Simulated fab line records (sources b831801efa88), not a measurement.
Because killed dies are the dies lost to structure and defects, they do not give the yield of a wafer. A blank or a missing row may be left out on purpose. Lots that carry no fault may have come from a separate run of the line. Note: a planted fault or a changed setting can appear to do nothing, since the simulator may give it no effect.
Which tool was responsible?	flow gf180mcu	Sampling: 13 lots, 39 wafers, 4 of 602 route steps

## WHAT EACH GAUGE READ, for each wafer
GF_STI_THK_MEAS_24.
lot	measured	on	STI_CVD_23_THK (nm)
L251	day 2 08:23	film metro-03	644 651 653
L252	day 2 13:47	film metro-03	652 643 649
L253	day 2 19:10	film metro-01	651 645 649
L254	day 2 23:51	film metro-02	657 646 655
L258	day 3 22:19	film metro-01	686 681 650
L261	day 4 12:48	film metro-01	648 650 655
L262	day 4 17:42	film metro-01	652 647 654
L264	day 5 03:28	film metro-01	653 651 651
L266	day 5 13:41	film metro-01	653 653 648
L267	day 5 18:59	film metro-02	652 655 655
L269	day 6 04:56	film metro-02	651 643 648
L271	day 6 17:35	film metro-02	657 647 654
L272	day 6 23:04	film metro-03	651 659 647

GF_DNWELL_TW_MEAS_09.
lot	measured	on	DNWELL_TW
L251	day 2 23:41	film metro-01	1356 1355 1351
L252	day 3 04:53	film metro-04	1341 1343 1338
L253	day 3 10:44	film metro-02	1350 1353 1354
L254	day 3 15:11	film metro-04	1344 1344 1343
L258	day 4 14:55	film metro-01	1352 1350 1348
L261	day 5 05:48	film metro-01	1354 1355 1361
L262	day 5 10:37	film metro-01	1348 1339 1351
L264	day 5 21:40	film metro-02	1342 1341 1346
L266	day 6 08:07	film metro-04	1338 1341 1341
L267	day 6 12:43	film metro-04	1345 1338 1336
L269	day 6 23:39	film metro-04	1339 1342 1344
L271	day 7 14:29	film metro-01	1333 1321 1329
L272	day 7 17:03	film metro-01	1347 1344 1348

GF_VT_IMPLANT_OVL_MEAS_18.
lot	measured	on	VT_IMPLANT_01_OVL (nm)
L251	day 6 11:53	overlay-02	0.5 -0.3 0.9
L252	day 6 18:50	overlay-02	1.4 1.3 2.0
L253	day 7 01:51	overlay-02	0.1 2.6 1.3
L254	day 7 06:11	overlay-02	2.7 2.1 2.8
L258	day 8 11:03	overlay-01	-1.9 0.2 -1.0
L261	day 9 04:30	overlay-02	-2.4 -0.4 -0.5
L262	day 9 10:24	overlay-02	-0.9 -1.6 1.0
L264	day 9 22:45	overlay-01	0.8 -1.0 0.5
L266	day 10 10:59	overlay-01	-1.2 -1.0 -0.5
L267	day 10 16:30	overlay-01	1.9 1.8 3.3
L269	day 11 05:57	overlay-01	0.8 0.2 2.3
L271	day 12 00:38	overlay-01	-0.5 -2.4 0.0
L272	day 12 02:03	overlay-02	1.6 1.4 2.5

## TOOL THAT RAN EACH LOT (tool first, then ch and the chambers of the sampled wafers, then the start)
lot	GF_STI_CVD_23
L251	hdpcvd-02 ch 0,1, day 2 08:18
L252	hdpcvd-02 ch 1,2, day 2 13:42
L253	hdpcvd-02 ch 0,1,2, day 2 19:05
L254	hdpcvd-01 ch 0,1,2, day 2 23:46
L258	hdpcvd-02 ch 0,2, day 3 22:13
L261	hdpcvd-01 ch 0,2, day 4 12:43
L262	hdpcvd-02 ch 1,2, day 4 17:37
L264	hdpcvd-01 ch 0,1,2, day 5 03:23
L266	hdpcvd-01 ch 0,1,2, day 5 13:37
L267	hdpcvd-01 ch 0,2, day 5 18:54
L269	hdpcvd-01 ch 1,2, day 6 04:51
L271	hdpcvd-01 ch 0,1, day 6 17:31
L272	hdpcvd-01 ch 0,1,2, day 6 22:58
- GF_STI_CVD_23: deposits SiO2, target thk 650 nm, time 108.3 s.

## WHAT THE TOOLS THEMSELVES READ (means of the sampled wafers that have a number; where no wafer has one, the mark that the record gives instead)
The record holds no such reading with a usual standard deviation.

## THE ANSWER, worked out from the rows above alone
Rule: what is usual is taken from the lots themselves. Put in order of their means at a reading, lots are off if they are a third of the lots or fewer, leave a main group of 4 or more, and stand apart from it by a gap of 3 or more times the standard deviation of the main group's means; of several such gaps the widest counts. A main group is skipped when, at the precision printed for the reading in the tables above, its means are all equal. Also off: a lot with no number at a reading for which 4 or more lots have one. Where the step has rows for the other lots, those lots are counted as sound. First the gauges in route order, then the tools' own readings, where a lot's mean is used as printed above. The first step at which some lot is off is used, and at that step the reading that is off furthest; a lot without a number counts as furthest.
Off: at GF_STI_THK_MEAS_24 (STI_CVD_23_THK), L258. The main group: mean 651 nm, standard deviation 2.
A tool fits if, at a process step before that reading, it ran every lot that is off, and no sound lot after the first of them. Gauges at GF_STI_THK_MEAS_24: tried the same way as those tools. None of those tried fits.

## WHAT THE SIMULATOR PUT IN
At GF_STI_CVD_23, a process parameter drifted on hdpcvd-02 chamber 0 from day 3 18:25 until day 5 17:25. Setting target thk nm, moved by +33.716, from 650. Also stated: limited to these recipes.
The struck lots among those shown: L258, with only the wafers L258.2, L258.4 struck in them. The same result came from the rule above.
